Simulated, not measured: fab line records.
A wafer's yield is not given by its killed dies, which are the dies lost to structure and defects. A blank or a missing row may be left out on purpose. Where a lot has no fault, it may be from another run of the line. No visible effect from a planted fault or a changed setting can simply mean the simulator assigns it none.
Which tool is to blame?	flow sky130	10 lots, 30 wafers sampled, at 4 steps of a route of 708

WHAT THE GAUGES READ, wafer by wafer
SKY_CAP2M_RS_MEAS_03: a four-point-probe measurement.
lot	measured	on	CAP2M_TIN_RS (ohm/sq)
L722	day 41 09:41	filmMetro-04	6.91 6.90 6.87
L725	day 42 21:07	filmMetro-02	6.94 6.88 6.89
L726	day 42 23:35	filmMetro-02	6.98 6.95 6.96
L728	day 43 05:56	filmMetro-04	6.81 6.80 7.23
L730	day 44 01:34	filmMetro-02	6.89 6.95 6.98
L739	day 46 01:46	filmMetro-01	6.96 7.05 7.02
L740	day 46 07:16	filmMetro-02	6.95 6.98 6.95
L742	day 46 18:25	filmMetro-01	7.05 7.04 7.02
L744	day 47 06:17	filmMetro-01	6.99 6.94 6.94
L745	day 47 11:14	filmMetro-02	6.84 6.77 6.88

EACH LOT AND THE TOOL THAT RAN IT (in order: tool; ch and the chambers of the sampled wafers; start)
lot	SKY_VIA3_CMP_02	SKY_VIA3_CMP_24	SKY_CAP2M_SPUTTER_02
L722	cmp-02 ch 0,2,3, day 40 06:11	cmp-01 ch 0,1,3, day 41 09:02	pvdSputter-01, day 41 09:34
L725	cmp-01 ch 0,1, day 41 18:02	cmp-01 ch 0,1,2, day 42 20:28	pvdSputter-01, day 42 21:00
L726	cmp-02 ch 0,2,3, day 41 20:51	cmp-02 ch 0,1,2, day 42 22:58	pvdSputter-01, day 42 23:25
L728	cmp-01 ch 1,3, day 42 02:55	cmp-02 ch 1,3, day 43 05:21	pvdSputter-01, day 43 05:50
L730	cmp-02 ch 1,2,3, day 42 22:14	cmp-01 ch 0,2,3, day 44 01:01	pvdSputter-02, day 44 01:28
L739	cmp-01 ch 1,2,3, day 45 00:58	cmp-01 ch 0,1, day 46 01:06	pvdSputter-03, day 46 01:38
L740	cmp-02 ch 1,2,3, day 45 06:34	cmp-02 ch 1,2,3, day 46 06:37	pvdSputter-02, day 46 07:09
L742	cmp-01 ch 1,2,3, day 45 17:20	cmp-01 ch 0,2,3, day 46 17:47	pvdSputter-03, day 46 18:19
L744	cmp-02 ch 0,3, day 46 06:55	cmp-01 ch 1,2, day 47 05:37	pvdSputter-01, day 47 06:09
L745	cmp-02 ch 0,1,2, day 46 11:46	cmp-02 ch 0,2,3, day 47 10:32	pvdSputter-01, day 47 11:07
- SKY_VIA3_CMP_02: polishes SiO2.
- SKY_VIA3_CMP_24: polishes, stops on SiO2, t overpolish 20 s, target thk 0 nm.
- SKY_CAP2M_SPUTTER_02: material TiN, target thk 200 nm, time 166.7 s.

THE ANSWER, worked out from the rows above alone
Rule: usual is defined by the lots themselves. Put in order of their means at a reading, lots are off if they are a third of the lots or fewer, leave a main group of 4 or more, and stand apart from it by a gap of 3 or more times the standard deviation of the main group's means; of several such gaps the widest counts. A main group whose means are all the same, to the digits that the tables above print for the reading, isn't used. Also off: a lot with no number at a reading for which 4 or more lots have one. All remaining lots with rows at the step are treated as sound.
None of the lots is off at any reading shown; this tells nothing.

WHAT THE SIMULATOR PUT IN
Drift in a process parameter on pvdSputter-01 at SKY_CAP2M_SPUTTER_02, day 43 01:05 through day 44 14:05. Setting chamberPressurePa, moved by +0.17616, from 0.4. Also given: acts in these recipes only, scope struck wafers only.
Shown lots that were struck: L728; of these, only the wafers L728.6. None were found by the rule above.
